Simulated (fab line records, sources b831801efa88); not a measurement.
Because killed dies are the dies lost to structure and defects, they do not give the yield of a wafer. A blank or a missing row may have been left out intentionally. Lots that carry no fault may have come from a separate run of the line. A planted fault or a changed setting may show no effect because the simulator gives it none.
A struck lot beside a sound one :: flow sfqLine :: 18 steps out of a route of 325
Sound: these wafers, L541.1, L541.2, L541.3. Struck: wafers L549.1, L549.2. (L549.4 of the same lot was not struck and is left out.) The cause comes at the end.
Per side, at each step with rows, come the tool, then ch with its chambers, and then its first start. Under that, the readings that differ: sound wafers :: struck wafers :: difference of the means :: sigmas: that difference in standard deviations of wafers without a fault.
alike: same words and numbers on both sides, and readings whose means sit less than 2 such deviations apart. not compared: any withheld reading, any reading some wafer has no value for, any bound like >300 that may hide the same value, and any number with overlapping values for which the record gives no deviation.
A row with sigmas, a row that says differs or no value, or rows on one side alone: a step with any of these is where the two part. Numbers that don't overlap but have no deviation are shown without sigmas and don't part them. Lack of a reading on every wafer of one side parts them only where that side has two or more wafers.

first, 1 step without rows for these wafers: SFQ_TRILAYER_JJ_CE_LITHO_DEVELOP_116 (time 60 s).
SFQ_JJ_OVL_MEAS_931:
  sound: overlay-01 at day 58 19:45; struck: overlay-01 at day 62 19:40
  alike: J5_OVL
SFQ_TRILAYER_JJ_CE_METRO_MEASURE_117:
  sound: cdSem-02 at day 58 19:47; struck: cdSem-02 at day 62 19:42
  alike: cdNm
SFQ_TRILAYER_JJ_CE_BARC_OPEN_RIE_150: chemistry O2, target BARC, target depth 240 nm, time 80 s.
  sound on rieMetal-02 ch 0, day 58 20:59; struck on rieMetal-04 ch 0,1, day 62 20:54
  alike: drypumpMotorCurrentA, oesProductAu
  not compared: rfHoursCounterH
SFQ_TRILAYER_JJ_CE_ETCH_RIE_118: chemistry SF6, target Nb, stops on Al2O3, time 97.7 s, target depth 170 nm.
  sound on rieMetal-02 ch 0, day 58 21:10; struck on rieMetal-04 ch 0,1, day 62 20:59
  alike: drypumpMotorCurrentA, oesProductAu
  not compared: rfHoursCounterH
then, 1 step without rows for these wafers: SFQ_TRILAYER_JJ_ANODIZE_ANODIZE_119.
SFQ_TRILAYER_JJ_CE_STRIP_STRIP_120: strips in O2.
  sound on rieMetal-01 ch 0,1, day 58 21:53; struck on rieMetal-04 ch 0,1, day 62 21:36
reading: drypumpMotorCurrentA (A)
sound: 5.4 5.6 5.4
struck: 6.4 6.6
difference: +1.0
sigmas: +2
  alike: oesProductAu
  not compared: rfHoursCounterH
then, 5 steps without rows for these wafers: SFQ_TRILAYER_JJ_CE_STRIP_SOLV_CLEAN_121 (cleans in NMP, time 600 s); SFQ_TRILAYER_M5_LITHO_COAT_128 (resist thk 62 nm); SFQ_TRILAYER_M5_LITHO_COAT_123 (resist thk 600 nm); SFQ_TRILAYER_M5_LITHO_SOFTBAKE_127; SFQ_TRILAYER_M5_LITHO_EXPOSE_124 (exposes mask M5, target cd 700 nm).
-- the record jumps here: 5 days lie between the struck wafers' starts before and after --
SFQ_TRILAYER_M5_LITHO_PEB_126: peb time 60 s.
  sound on lithoTrack-04 ch 0, day 64 11:05; struck on lithoTrack-04 ch 0, day 67 12:55
then, 1 step without rows for these wafers: SFQ_TRILAYER_M5_LITHO_DEVELOP_125 (time 60 s).
SFQ_M5_OVL_MEAS_932:
  sound: overlay-01 at day 64 11:23; struck: overlay-02 at day 67 13:13
  alike: M5_OVL
SFQ_TRILAYER_M5_BARC_OPEN_METAL_ETCH_161: etches BARC in O2, target depth 125 nm, time 41.7 s.
  sound on rieMetal-03 ch 0,1, day 64 11:25; struck on rieMetal-03 ch 0,1, day 67 13:15
reading: model.M5.cdNm (nm)
sound: 700.1 699.8 700.6
struck: 695.1 696.2
difference: -4.5
sigmas: 
  alike: drypumpMotorCurrentA, oesProductAu
  not compared: rfHoursCounterH
SFQ_TRILAYER_M5_ETCH_METAL_ETCH_126: etches Nb in Cl2/BCl3, stops on SiO2, time 203.2 s, target depth 265 nm.
  sound on rieMetal-03 ch 0,1, day 64 11:28; struck on rieMetal-03 ch 0,1, day 67 13:19
reading: model.M5.cdNm (nm)
sound: 700.1 699.5 701.5
struck: 695.6 695.8
difference: -4.7
sigmas: 
  alike: drypumpMotorCurrentA, oesProductAu
  not compared: rfHoursCounterH
SFQ_TRILAYER_M5_STRIP_STRIP_127: strips in O2.
  sound on rieMetal-03 ch 0,1, day 64 11:40; struck on rieMetal-03 ch 0,1, day 67 13:30
  alike: drypumpMotorCurrentA, oesProductAu
  not compared: rfHoursCounterH

## WHERE THEY PART
Only at SFQ_TRILAYER_JJ_CE_STRIP_STRIP_120, within this record. Later steps at which nothing parts them and some readings are alike: SFQ_M5_OVL_MEAS_932, SFQ_TRILAYER_M5_BARC_OPEN_METAL_ETCH_161, SFQ_TRILAYER_M5_ETCH_METAL_ETCH_126, SFQ_TRILAYER_M5_STRIP_STRIP_127.

WHY: whatever the simulator had introduced
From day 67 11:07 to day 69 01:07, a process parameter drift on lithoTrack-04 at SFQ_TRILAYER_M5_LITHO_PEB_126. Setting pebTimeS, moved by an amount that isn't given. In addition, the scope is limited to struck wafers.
